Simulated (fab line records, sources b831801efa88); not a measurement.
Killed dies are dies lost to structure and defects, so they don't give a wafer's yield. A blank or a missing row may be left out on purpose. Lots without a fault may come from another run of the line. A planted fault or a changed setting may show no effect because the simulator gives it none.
Which tool did it? | flow gf180mcu | 11 lots, 33 wafers sampled, at 5 steps of a route of 602

WHAT THE GAUGES READ, wafer by wafer
GF_POLY_GATE_THK_MEAS_01. Usual: POLY_GATE_CVD_00_THK 199.6 nm, standard deviation 2.3.
lot  | measured     | on            | POLY_GATE_CVD_00_THK (nm) | flag
L729 | day 9 08:06  | film_metro-03 | 199.2 200.4 200.0         |
L730 | day 9 15:29  | film_metro-03 | 200.7 198.8 199.9         |
L731 | day 9 18:49  | film_metro-04 | 202.2 202.6 200.7         |
L734 | day 10 18:40 | film_metro-01 | 200.5 200.8 201.3         |
L736 | day 11 11:56 | film_metro-01 | 196.2 197.1 198.8         |
L739 | day 12 03:38 | film_metro-01 | 201.7 200.9 201.5         |
L740 | day 12 16:55 | film_metro-03 | 197.6 196.6 197.6         |
L741 | day 12 20:44 | film_metro-03 | 163.4 165.5 164.8         | OFF
L742 | day 13 06:51 | film_metro-03 | 169.3 169.0 167.5         | OFF
L744 | day 13 20:00 | film_metro-04 | 167.7 166.4 168.1         | OFF
L748 | day 14 23:24 | film_metro-04 | 194.9 198.1 195.5         |

GF_NSD_TW_MEAS_12. Usual: NSD_TW 4260, standard deviation 43.
lot  | measured     | on            | NSD_TW         | flag
L729 | day 14 09:13 | film_metro-02 | 4265 4255 4261 |
L730 | day 14 16:38 | film_metro-01 | 4234 4250 4265 |
L731 | day 14 21:28 | film_metro-04 | 4316 4280 4325 |
L734 | day 16 03:06 | film_metro-04 | 4305 4313 4333 |
L736 | day 16 22:37 | film_metro-02 | 4264 4275 4262 |
L739 | day 17 19:40 | film_metro-02 | 4262 4237 4240 |
L740 | day 18 11:22 | film_metro-01 | 4187 4198 4217 |
L741 | day 18 17:55 | film_metro-01 | 4191 4231 4224 |
L742 | day 19 05:02 | film_metro-04 | 4294 4312 4327 |
L744 | day 19 19:29 | film_metro-02 | 4242 4257 4261 |
L748 | day 21 00:59 | film_metro-04 | 4273 4304 4281 |

WHICH TOOL RAN EACH LOT (tool, then ch and the chambers of the sampled wafers, then the start)
lot  | GF_DUAL_GATE_STRIP_13                | GF_POLY_GATE_CVD_00         | GF_POLY_GATE_ETCH_13
L729 | plasma_asher-02 ch 0,1, day 9 05:01  | lpcvd-01 ch 0, day 9 06:43  | rie_si-02 ch 0,1,2, day 10 01:19
L730 | plasma_asher-01 ch 0,1, day 9 12:23  | lpcvd-01 ch 1, day 9 14:07  | rie_si-02 ch 1,2,3, day 10 09:02
L731 | plasma_asher-01 ch 0,1, day 9 15:46  | lpcvd-02 ch 1, day 9 17:29  | rie_si-02 ch 0,1,3, day 10 12:31
L734 | plasma_asher-02 ch 0,1, day 10 15:26 | lpcvd-02 ch 0, day 10 17:20 | rie_si-02 ch 0,1,3, day 11 12:31
L736 | plasma_asher-03 ch 0,1, day 11 08:53 | lpcvd-01 ch 0, day 11 10:35 | rie_si-01 ch 1,2, day 12 07:34
L739 | plasma_asher-01 ch 0,1, day 12 00:37 | lpcvd-02 ch 1, day 12 02:17 | rie_si-01 ch 1,2,3, day 12 23:16
L740 | plasma_asher-02 ch 1, day 12 13:11   | lpcvd-01 ch 0, day 12 14:55 | rie_si-01 ch 0,2,3, day 13 13:22
L741 | plasma_asher-02 ch 0,1, day 12 17:41 | lpcvd-01 ch 1, day 12 19:24 | rie_si-01 ch 0,1,2, day 13 17:13
L742 | plasma_asher-01 ch 0,1, day 13 02:08 | lpcvd-01 ch 1, day 13 05:29 | rie_si-02 ch 1,2, day 14 03:20
L744 | plasma_asher-03 ch 0,1, day 13 16:26 | lpcvd-01 ch 0, day 13 18:40 | rie_si-01 ch 0,2, day 14 16:40
L748 | plasma_asher-02 ch 0,1, day 14 20:22 | lpcvd-02 ch 1, day 14 22:04 | rie_si-02 ch 1,2,3, day 15 21:46
- GF_DUAL_GATE_STRIP_13: strips in O2/N2.
- GF_POLY_GATE_CVD_00: deposits poly-Si, target thk 200 nm, time 1200 s.
- GF_POLY_GATE_ETCH_13: etches poly-Si in HBr/Cl2, stops on SiO2, target depth 198.5 nm, time 69.6 s.

WHAT THE TOOLS THEMSELVES READ (means of the sampled wafers that have a number; where no wafer has one, the mark that the record gives instead)
GF_DUAL_GATE_STRIP_13. Usual: chamber_pressure_mTorr 1500.1 mTorr, standard deviation 1.4; drypump_motor_current_A 5.8 A, standard deviation 0.36; heater_power_w 346 W, standard deviation 32; oes_product_au 0.716 a.u., standard deviation 0.0045; strip_time_to_endpoint_s 12.622 s, standard deviation 0.03.
lot  | tool            | chamber_pressure_mTorr (mTorr) | drypump_motor_current_A (A) | heater_power_w (W) | oes_product_au (a.u.) | strip_time_to_endpoint_s (s) | flag
L729 | plasma_asher-02 | 1501.0                         | 5.9                         | 318                | 0.717                 | 12.595                       |
L730 | plasma_asher-01 | 1499.1                         | 5.8                         | 348                | 0.717                 | 12.641                       |
L731 | plasma_asher-01 | 1500.1                         | 5.9                         | 372                | 0.718                 | 12.626                       |
L734 | plasma_asher-02 | 1498.9                         | 5.6                         | 325                | 0.713                 | 12.604                       |
L736 | plasma_asher-03 | 1499.3                         | 5.7                         | 363                | 0.712                 | 12.603                       |
L739 | plasma_asher-01 | 1499.7                         | 5.9                         | 375                | 0.719                 | 12.594                       |
L740 | plasma_asher-02 | 1502.5                         | 5.3                         | 344                | 0.719                 | 12.629                       |
L741 | plasma_asher-02 | 1499.7                         | 5.7                         | 331                | 0.714                 | 12.583                       |
L742 | plasma_asher-01 | 1499.1                         | 5.9                         | 372                | 0.719                 | 12.604                       |
L744 | plasma_asher-03 | 1499.3                         | 5.5                         | 372                | 0.715                 | 12.611                       |
L748 | plasma_asher-02 | 1500.1                         | 5.6                         | 320                | 0.717                 | 12.588                       |

GF_POLY_GATE_CVD_00. Usual: spike_tc_centre_C 620.7 C, standard deviation 1.5; spike_tc_lower_C 620.1 C, standard deviation 1.1; spike_tc_top_C 638.8 C, standard deviation 1.7; spike_tc_upper_C 619.3 C, standard deviation 1.1; zone_power_upper_pct 9.0 %, standard deviation 0.64.
lot  | tool     | spike_tc_centre_C (C) | spike_tc_lower_C (C) | spike_tc_top_C (C) | spike_tc_upper_C (C) | zone_power_upper_pct (%) | flag
L729 | lpcvd-01 | 621.3                 | 620.1                | 637.3              | 619.4                | 8.3                      |
L730 | lpcvd-01 | 621.3                 | 620.2                | 639.6              | 620.7                | 8.9                      |
L731 | lpcvd-02 | 618.2                 | 621.8                | 640.7              | 618.0                | 9.7                      |
L734 | lpcvd-02 | 621.9                 | 620.0                | 637.8              | 620.4                | 9.6                      |
L736 | lpcvd-01 | 620.8                 | 619.7                | 637.5              | 618.7                | 8.2                      |
L739 | lpcvd-02 | 619.3                 | 620.7                | 641.2              | 617.7                | 9.6                      |
L740 | lpcvd-01 | 621.2                 | 621.1                | 636.5              | 619.7                | 8.2                      |
L741 | lpcvd-01 | 615.1                 | 611.8                | 631.9              | 611.4                | 8.6                      | OFF
L742 | lpcvd-01 | 615.2                 | 612.0                | 633.4              | 611.6                | 8.6                      | OFF
L744 | lpcvd-01 | 613.0                 | 611.8                | 630.1              | 611.6                | 8.0                      | OFF
L748 | lpcvd-02 | 619.2                 | 622.0                | 641.3              | 618.0                | 9.6                      |

GF_POLY_GATE_ETCH_13. Usual: chamber_pressure_mTorr 10.000 mTorr, standard deviation 0.0098; drypump_motor_current_A 5.5 A, standard deviation 0.51; oes_product_au 0.990 a.u., standard deviation 0.0084; throttle_valve_pct 33.685 %, standard deviation 0.01.
lot  | tool      | chamber_pressure_mTorr (mTorr) | drypump_motor_current_A (A) | oes_product_au (a.u.) | throttle_valve_pct (%) | flag
L729 | rie_si-02 | 9.987                          | 5.7                         | 0.991                 | 33.678                 |
L730 | rie_si-02 | 10.002                         | 5.4                         | 0.994                 | 33.689                 |
L731 | rie_si-02 | 9.991                          | 5.5                         | 0.995                 | 33.677                 |
L734 | rie_si-02 | 10.003                         | 5.4                         | 0.996                 | 33.683                 |
L736 | rie_si-01 | 9.995                          | 5.8                         | 0.986                 | 33.679                 |
L739 | rie_si-01 | 10.005                         | 5.5                         | 0.994                 | 33.676                 |
L740 | rie_si-01 | 10.003                         | 5.7                         | 0.995                 | 33.682                 |
L741 | rie_si-01 | 9.999                          | 5.6                         | 0.871                 | 33.681                 | OFF
L742 | rie_si-02 | 10.004                         | 5.6                         | 0.886                 | 33.686                 | OFF
L744 | rie_si-01 | 10.002                         | 5.9                         | 0.881                 | 33.687                 | OFF
L748 | rie_si-02 | 9.996                          | 5.4                         | 0.985                 | 33.682                 |

THE ANSWER, worked out from the rows above alone
Rule: a lot is off if the mean of its wafers that have a number lies more than 3 standard deviations from the usual mean. A lot without any number at a reading at which 4 lots or more have one is off too. The other lots that the step has rows for count as sound. The gauges are gone through in route order, then the tools' own readings, and for those a lot's mean is taken as printed above. The first step at which some lot is off is used, and at that step the reading that is off furthest; a lot without a number counts as furthest.
Off: L741, L742, L744, at GF_POLY_GATE_THK_MEAS_01 (POLY_GATE_CVD_00_THK).
A tool fits if, at a process step before that reading, it ran every lot that is off, and no sound lot after the first of them. The gauges at GF_POLY_GATE_THK_MEAS_01 aren't tried: what is off there is off at GF_POLY_GATE_CVD_00 too, on other tools, and a gauge's error can't cause that. One fits: lpcvd-01 at GF_POLY_GATE_CVD_00. Its last sound lot is L740 (day 12 14:55), its first lot that is off L741 (day 12 19:24): a fault that began between those two fits.
The tool's own readings at GF_POLY_GATE_CVD_00 bear it out: on the lots that are off they differ by more than 5 times the standard deviation of the sound lots' means. spike_tc_lower_C reads 611.9 C there against 620.7 C on the sound lots; spike_tc_upper_C reads 611.5 C there against 619.1 C on the sound lots.

WHAT THE SIMULATOR HAD PUT IN
Process parameter drift: lpcvd-01, from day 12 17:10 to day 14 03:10, at GF_POLY_GATE_CVD_00. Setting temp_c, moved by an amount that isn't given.
Lots struck among those shown: L741, L742, L744. The rule above found the same.
